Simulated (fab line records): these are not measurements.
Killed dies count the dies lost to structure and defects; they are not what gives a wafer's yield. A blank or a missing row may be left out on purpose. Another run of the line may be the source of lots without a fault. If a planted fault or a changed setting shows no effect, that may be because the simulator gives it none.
Matching of chambers | flow gf180mcu | cmp-01 running GF_CONTACT_CMP_04: 4 sister chambers
The step polishes SiO2. 4 wafers are shown with their chamber, then 8 later ones without.

## WAFERS WITH THEIR CHAMBER
wafer  | chamber | motor_current_A (A)
L950.2 | 3       | 11.6
L954.2 | 1       | 11.7
L954.3 | 0       | 12.5
L955.2 | 2       | 10.2

## WAFERS MISSING THEIR CHAMBER
wafer  | motor_current_A (A)
L955.3 | 11.2
L955.6 | 11.8
L964.2 | 11.3
L964.3 | 10.5
L964.5 | 11.9
L969.2 | 12.0
L969.3 | 10.1
L969.4 | 11.5

## THE CHAMBER EACH PASSED THROUGH
wafer  | from the rows above          | in truth
L955.3 | can't be placed: 3 or 1      | 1
L955.6 | can't be placed: 1 or 3      | 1
L964.2 | can't be placed: 3 or 1      | 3
L964.3 | 2                            | 2
L964.5 | can't be placed: 1 or 3 or 0 | 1
L969.2 | can't be placed: 1 or 3 or 0 | 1
L969.3 | 2                            | 2
L969.4 | can't be placed: 3 or 1      | 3
Placed correctly: 2 of 8. Unplaceable from these rows: 6, with the true chamber sitting among the candidates in 6. 0 placed wrongly.
How it was worked out, from the rows above alone: a wafer's distance from a chamber is the root of the sum, over the readings, of the square of ((its reading less the chamber's mean) divided by the reading's scatter). If the next closest chamber is less than 2 further off than the closest, the wafer can't be placed; otherwise it belongs to the closest. The mean given for a chamber averages the wafers shown for that chamber. The scatter: with one shown wafer a chamber, the root of the mean of the squares of how far each hidden wafer lies from its nearest shown one.
